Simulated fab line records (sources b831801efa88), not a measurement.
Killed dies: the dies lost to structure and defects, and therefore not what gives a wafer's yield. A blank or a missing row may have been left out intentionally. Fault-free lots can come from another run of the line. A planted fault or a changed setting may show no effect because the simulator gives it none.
Struck lot and sound lot, side by side -- flow sfq_line -- 14 steps out of a route of 325
Sound: wafers L615.1, L615.2, L615.3. Struck: wafers L627.1, L627.2, L627.5. Last of all comes the cause.
For every step that has rows: the tool of each side, followed by ch and its chambers, followed by its first start. Under that, the readings that differ: sound wafers -- struck wafers -- difference of the means -- sigmas: that difference in standard deviations of wafers without a fault.
alike: same words and numbers on both sides, and readings whose means sit less than 2 such deviations apart. not compared: any withheld reading, any reading some wafer has no value for, any bound like >300 that may hide the same value, and any number with overlapping values for which the record gives no deviation.
The two part at a step that has a row with sigmas, a row that says differs or no value, or rows on one side only. Numbers that have no deviation but don't overlap get no sigmas and don't part them. Lack of a reading on every wafer of one side parts them only where that side has two or more wafers.

first, 3 steps without rows for these wafers: SFQ_TRILAYER_L0_LITHO_EXPOSE_006 (exposes mask L0, target cd 2000 nm); SFQ_TRILAYER_L0_LITHO_PEB_008 (peb time 60 s); SFQ_TRILAYER_L0_LITHO_DEVELOP_007 (time 60 s).
SFQ_TRILAYER_L0_BARC_OPEN_METAL_ETCH_010: etches BARC in O2, target depth 125 nm, time 41.7 s.
  sound on rie_metal-01 ch 1, day 4 08:22; struck on rie_metal-02 ch 0,1, day 7 09:01
reading,sound,struck,difference,sigmas
oes_product_au (a.u.),0.678 0.669 0.684,0.683 0.688 0.694,+0.011,+2
  alike: chamber_pressure_mTorr, drypump_motor_current_A
  not compared: rf_hours_counter_h
SFQ_TRILAYER_L0_ETCH_METAL_ETCH_008: etches MoNx KI in SF6/O2, stops on SiO2, target depth 50 nm, time 25 s.
  sound on rie_metal-01 ch 1, day 4 08:29; struck on rie_metal-02 ch 0,1, day 7 09:04
  alike: chamber_pressure_mTorr, drypump_motor_current_A, oes_product_au
  not compared: rf_hours_counter_h
SFQ_TRILAYER_L0_STRIP_STRIP_009: strips in O2.
  sound on rie_metal-01 ch 1, day 4 08:35; struck on rie_metal-02 ch 0,1, day 7 09:07
reading,sound,struck,difference,sigmas
oes_product_au (a.u.),0.973 0.968 0.964,0.994 1.021 0.988,+0.033,+3
  alike: chamber_pressure_mTorr, drypump_motor_current_A
  not compared: rf_hours_counter_h
then, 1 step without rows for these wafers: SFQ_TRILAYER_L0_STRIP_SOLV_CLEAN_010 (cleans in NMP, time 600 s).
SFQ_TRILAYER_L0_CAP_PECVD_011: deposits SiO2 from SiH4/N2O, time 13.333 s, target thk 60 nm.
  sound on pecvd-01 ch 0,1,2, day 4 09:58; struck on pecvd-04 ch 0,1,2, day 7 09:53
  alike: heater_power_w, throttle_valve_pct
then, 4 steps without rows for these wafers: SFQ_TRILAYER_L0_VIA_LITHO_COAT_018 (resist thk 62 nm); SFQ_TRILAYER_L0_VIA_LITHO_COAT_013 (resist thk 650 nm); SFQ_TRILAYER_L0_VIA_LITHO_SOFTBAKE_017; SFQ_TRILAYER_L0_VIA_LITHO_EXPOSE_014 (exposes mask L0V, target cd 700 nm).
-- the record jumps here: 4 days lie between the struck wafers' starts before and after --
SFQ_TRILAYER_L0_VIA_LITHO_PEB_016: peb time 60 s.
  struck on litho_track-02, day 11 15:13; sound on litho_track-04 ch 0, day 7 21:55
  no value came back on the struck wafers for chill_plate_temp_C (C), exhaust_pa (Pa); on the sound wafers chill_plate_temp_C (C) reads 23.10 23.03 22.90
then, 1 step without rows for these wafers: SFQ_TRILAYER_L0_VIA_LITHO_DEVELOP_015 (time 60 s).

== WHERE THEY PART ==
Last at SFQ_TRILAYER_L0_VIA_LITHO_PEB_016 as far as this record goes, first at SFQ_TRILAYER_L0_BARC_OPEN_METAL_ETCH_010.

WHY: what had been put in by the simulator
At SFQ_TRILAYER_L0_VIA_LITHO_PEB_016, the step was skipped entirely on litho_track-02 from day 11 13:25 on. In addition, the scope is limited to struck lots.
